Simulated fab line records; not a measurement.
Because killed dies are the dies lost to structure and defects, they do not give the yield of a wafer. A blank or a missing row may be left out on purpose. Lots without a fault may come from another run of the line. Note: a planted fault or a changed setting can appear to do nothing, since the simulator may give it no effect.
Chamber matching :: flow sfq line :: SFQ_TRILAYER_I7_DEP_PECVD_183 on pecvd-02: 3 sister chambers
The step deposits SiO2 from SiH4/N2O, time 111.11 s, target thk 500 nm. 16 wafers are shown with their chamber, then 8 later ones without.

WAFERS, EACH WITH ITS CHAMBER
wafer: L539.2
chamber: 1
throttle valve pct (%): 23.8
heater power w (W): 89

wafer: L539.4
chamber: 0
throttle valve pct (%): 25.5
heater power w (W): 90

wafer: L539.6
chamber: 2
throttle valve pct (%): 24.9
heater power w (W): 72

wafer: L540.3
chamber: 2
throttle valve pct (%): 25.3
heater power w (W): 72

wafer: L540.4
chamber: 0
throttle valve pct (%): 26.1
heater power w (W): 88

wafer: L540.5
chamber: 2
throttle valve pct (%): 25.4
heater power w (W): 69

wafer: L541.3
chamber: 1
throttle valve pct (%): 23.7
heater power w (W): 90

wafer: L541.4
chamber: 1
throttle valve pct (%): 24.2
heater power w (W): 77

wafer: L541.5
chamber: 0
throttle valve pct (%): 25.9
heater power w (W): 86

wafer: L545.3
chamber: 1
throttle valve pct (%): 24.0
heater power w (W): 76

wafer: L545.4
chamber: 0
throttle valve pct (%): 26.9
heater power w (W): 77

wafer: L545.5
chamber: 2
throttle valve pct (%): 25.6
heater power w (W): 58

wafer: L550.1
chamber: 0
throttle valve pct (%): 27.0
heater power w (W): 82

wafer: L550.4
chamber: 1
throttle valve pct (%): 24.3
heater power w (W): 88

wafer: L550.5
chamber: 2
throttle valve pct (%): 25.5
heater power w (W): 68

wafer: L557.1
chamber: 1
throttle valve pct (%): 24.8
heater power w (W): 89

SIGNATURES (means of the wafers above)
reading: throttle valve pct
chamber 0: 26.280
chamber 1: 24.133
chamber 2: 25.340
scatter within a chamber: 0.462

reading: heater power w
chamber 0: 84.60
chamber 1: 84.83
chamber 2: 67.80
scatter within a chamber: 5.89
Rule: a wafer's distance from a chamber is the root of the sum, over the readings, of the square of ((its reading less the chamber's mean) divided by the reading's scatter). If the next closest chamber is less than 2 further off than the closest, the wafer can't be placed; otherwise it belongs to the closest. How the scatter is found: for the shown wafers, subtract from each reading the mean of its chamber, square and add these, divide the total by (wafers less chambers), then take the root.

WAFERS MISSING THEIR CHAMBER
wafer: L557.3
throttle valve pct (%): 27.8
heater power w (W): 88

wafer: L557.5
throttle valve pct (%): 24.8
heater power w (W): 91

wafer: L560.1
throttle valve pct (%): 26.4
heater power w (W): 70

wafer: L560.2
throttle valve pct (%): 27.8
heater power w (W): 92

wafer: L560.3
throttle valve pct (%): 24.5
heater power w (W): 87

wafer: L562.2
throttle valve pct (%): 25.8
heater power w (W): 68

wafer: L562.4
throttle valve pct (%): 25.9
heater power w (W): 72

wafer: L562.5
throttle valve pct (%): 24.6
heater power w (W): 87

WHICH CHAMBER EACH ONE RAN IN
wafer: L557.3
from the rows above: 0
in truth: 0

wafer: L557.5
from the rows above: can't be placed: 1 or 0
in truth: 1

wafer: L560.1
from the rows above: can't be placed: 2 or 0
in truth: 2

wafer: L560.2
from the rows above: 0
in truth: 0

wafer: L560.3
from the rows above: 1
in truth: 1

wafer: L562.2
from the rows above: 2
in truth: 2

wafer: L562.4
from the rows above: can't be placed: 2 or 0
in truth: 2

wafer: L562.5
from the rows above: 1
in truth: 1
Correctly placed: 5 of 8. Can't be placed from these rows: 3 (the true chamber is among the candidates in 3). Placed wrongly: 0.
